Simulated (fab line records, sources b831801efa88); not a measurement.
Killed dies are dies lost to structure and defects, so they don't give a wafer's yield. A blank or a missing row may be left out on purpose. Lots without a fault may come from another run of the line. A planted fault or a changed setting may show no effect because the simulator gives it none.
Which tool did it? | flow gf180mcu | 13 lots, 39 wafers sampled, at 4 steps of a route of 602

WHAT THE GAUGES READ, wafer by wafer
GF_MIM_THK_MEAS_11: measures by xrf. Usual: MIM_ALCU_THK 197.8 nm, standard deviation 2.8.
lot  | measured     | on            | MIM_ALCU_THK (nm) | flag
L189 | day 24 13:25 | film_metro-01 | 198.7 199.1 197.6 |
L190 | day 24 19:37 | film_metro-01 | 195.3 195.7 196.5 |
L192 | day 25 18:02 | film_metro-01 | 194.8 197.5 196.9 |
L193 | day 26 00:14 | film_metro-03 | 196.8 198.4 199.0 |
L194 | day 26 08:47 | film_metro-01 | 197.6 195.8 198.5 |
L197 | day 27 10:28 | film_metro-03 | 200.5 202.6 202.6 |
L205 | day 29 17:08 | film_metro-03 | 199.2 197.6 197.7 |
L206 | day 29 21:01 | film_metro-02 | 197.1 193.9 197.0 |
L207 | day 30 02:01 | film_metro-02 | 200.2 200.6 201.6 |
L209 | day 30 19:06 | film_metro-03 | 201.2 201.2 199.7 |
L210 | day 30 22:25 | film_metro-01 | 196.1 195.0 194.2 |
L211 | day 31 03:01 | film_metro-02 | 202.4 200.9 204.3 |
L212 | day 31 11:27 | film_metro-02 | 202.5 201.9 200.6 |

GF_PASSIVATION_THK_MEAS_01. Usual: PASSIVATION_CVD_00_THK 1001 nm, standard deviation 15.
lot  | measured     | on            | PASSIVATION_CVD_00_THK (nm) | flag
L189 | day 28 05:23 | film_metro-01 | 965 974 989                 |
L190 | day 28 10:30 | film_metro-03 | 990 981 990                 |
L192 | day 29 06:53 | film_metro-01 | 994 1001 984                |
L193 | day 29 12:25 | film_metro-03 | 1009 992 1028               |
L194 | day 29 20:24 | film_metro-01 | 983 1022 994                |
L197 | day 30 18:17 | film_metro-01 | 983 997 1006                |
L205 | day 32 19:55 | film_metro-01 | 982 1012 986                |
L206 | day 32 23:34 | film_metro-03 | 991 1004 985                |
L207 | day 33 02:29 | film_metro-04 | 986 980 1003                |
L209 | day 33 17:27 | film_metro-01 | 987 1013 1013               |
L210 | day 33 20:07 | film_metro-03 | 991 1020 1005               |
L211 | day 34 01:52 | film_metro-01 | 992 1015 1005               |
L212 | day 34 07:57 | film_metro-01 | 981 977 1008                |

WHICH TOOL RAN EACH LOT (tool, then ch and the chambers of the sampled wafers, then the start)
lot  | GF_POLY_GATE_STRIP_14                | GF_V5_ETCH_17
L189 | plasma_asher-01 ch 0,1, day 9 07:23  | rie_diel-02 ch 1,2,3, day 28 05:23 or earlier
L190 | plasma_asher-01 ch 0, day 9 12:55    | rie_diel-03 ch 1,3, day 28 10:30 or earlier
L192 | plasma_asher-01 ch 0,1, day 10 05:40 | rie_diel-02 ch 0,2,3, day 29 06:53 or earlier
L193 | plasma_asher-01 ch 0, day 10 13:14   | rie_diel-04 ch 0,1,2, day 29 12:25 or earlier
L194 | plasma_asher-01 ch 0,1, day 10 18:34 | rie_diel-03 ch 0,2,3, day 29 20:24 or earlier
L197 | plasma_asher-01 ch 0,1, day 11 19:40 | rie_diel-02 ch 0,2,3, day 30 18:17 or earlier
L205 | plasma_asher-04 ch 0,1, day 13 22:59 | rie_diel-03 ch 0,2, day 32 19:55 or earlier
L206 | plasma_asher-01 ch 0,1, day 14 07:22 | rie_diel-02 ch 0,2,3, day 32 23:34 or earlier
L207 | plasma_asher-01 ch 0,1, day 14 11:40 | rie_diel-02 ch 0,1, day 33 02:29 or earlier
L209 | plasma_asher-03 ch 0,1, day 15 08:29 | rie_diel-04 ch 0,1,3, day 33 17:27 or earlier
L210 | plasma_asher-01 ch 0,1, day 15 13:25 | rie_diel-02 ch 0,2,3, day 33 20:07 or earlier
L211 | plasma_asher-04 ch 0,1, day 15 18:25 | rie_diel-04 ch 0,3, day 34 01:52 or earlier
L212 | plasma_asher-03 ch 0,1, day 16 02:04 | rie_diel-03 ch 0,2,3, day 34 07:57 or earlier
- GF_POLY_GATE_STRIP_14: strips in O2/N2.
- GF_V5_ETCH_17: etches SiO2 in C4F8/O2/Ar, stops on TiN, target depth 855 nm.

WHAT THE TOOLS THEMSELVES READ (means of the sampled wafers that have a number; where no wafer has one, the mark that the record gives instead)
GF_POLY_GATE_STRIP_14. Usual: chamber_pressure_mTorr 1500.1 mTorr, standard deviation 1.3; drypump_motor_current_A 5.8 A, standard deviation 0.43; heater_power_w 321 W, standard deviation 22; n2_flow_sccm 299.9 sccm, standard deviation 0.85; oes_product_au 0.505 a.u., standard deviation 0.0047.
lot  | tool            | chamber_pressure_mTorr (mTorr) | drypump_motor_current_A (A) | heater_power_w (W) | n2_flow_sccm (sccm) | oes_product_au (a.u.) | flag
L189 | plasma_asher-01 | 1499.9                         | 5.7                         | 335                | 299.9               | 0.504                 |
L190 | plasma_asher-01 | 1501.1                         | 5.2                         | 330                | 300.7               | 0.507                 |
L192 | plasma_asher-01 | 1501.8                         | 5.4                         | 337                | 300.3               | 0.503                 |
L193 | plasma_asher-01 | 1499.4                         | 5.2                         | 331                | 299.1               | 0.510                 |
L194 | plasma_asher-01 | 1501.0                         | 5.5                         | 338                | 299.1               | 0.508                 |
L197 | plasma_asher-01 | 1499.2                         | 5.4                         | 337                | 299.5               | 0.502                 |
L205 | plasma_asher-04 | 1500.4                         | 6.0                         | 324                | 300.6               | 0.499                 |
L206 | plasma_asher-01 | 1500.7                         | 5.5                         | 329                | 300.1               | 0.501                 |
L207 | plasma_asher-01 | 1500.4                         | 5.5                         | 332                | 300.1               | 0.506                 |
L209 | plasma_asher-03 | 1500.6                         | 5.9                         | 300                | 300.3               | 0.505                 |
L210 | plasma_asher-01 | 1500.4                         | 5.7                         | 337                | 300.8               | 0.502                 |
L211 | plasma_asher-04 | 1499.8                         | 5.9                         | 320                | 300.2               | 0.504                 |
L212 | plasma_asher-03 | 1500.0                         | 5.9                         | 304                | 300.9               | 0.505                 |

GF_V5_ETCH_17. Usual: chamber_pressure_mTorr 40.00 mTorr, standard deviation 0.035; oes_product_au 0.860 a.u., standard deviation 0.0048.
lot  | tool        | chamber_pressure_mTorr (mTorr) | oes_product_au (a.u.) | flag
L189 | rie_diel-02 | 39.99                          | 0.858                 |
L190 | rie_diel-03 | 39.98                          | 0.863                 |
L192 | rie_diel-02 | 40.00                          | 0.860                 |
L193 | rie_diel-04 | 40.00                          | 0.859                 |
L194 | rie_diel-03 | 40.00                          | 0.857                 |
L197 | rie_diel-02 | 39.99                          | 0.862                 |
L205 | rie_diel-03 | 40.01                          | 0.860                 |
L206 | rie_diel-02 | 39.99                          | 0.860                 |
L207 | rie_diel-02 | 40.03                          | 0.862                 |
L209 | rie_diel-04 | 40.01                          | 0.861                 |
L210 | rie_diel-02 | 40.01                          | 0.859                 |
L211 | rie_diel-04 | 40.00                          | 0.865                 |
L212 | rie_diel-03 | 40.00                          | 0.858                 |

THE ANSWER, worked out from the rows above alone
Rule: a lot is off if the mean of its wafers that have a number lies more than 3 standard deviations from the usual mean. A lot without any number at a reading at which 4 lots or more have one is off too. The other lots that the step has rows for count as sound. The gauges are gone through in route order, then the tools' own readings, and for those a lot's mean is taken as printed above. The first step at which some lot is off is used, and at that step the reading that is off furthest; a lot without a number counts as furthest.
No lot is off at any reading shown: from this, nothing can be told.

WHAT THE SIMULATOR HAD PUT IN
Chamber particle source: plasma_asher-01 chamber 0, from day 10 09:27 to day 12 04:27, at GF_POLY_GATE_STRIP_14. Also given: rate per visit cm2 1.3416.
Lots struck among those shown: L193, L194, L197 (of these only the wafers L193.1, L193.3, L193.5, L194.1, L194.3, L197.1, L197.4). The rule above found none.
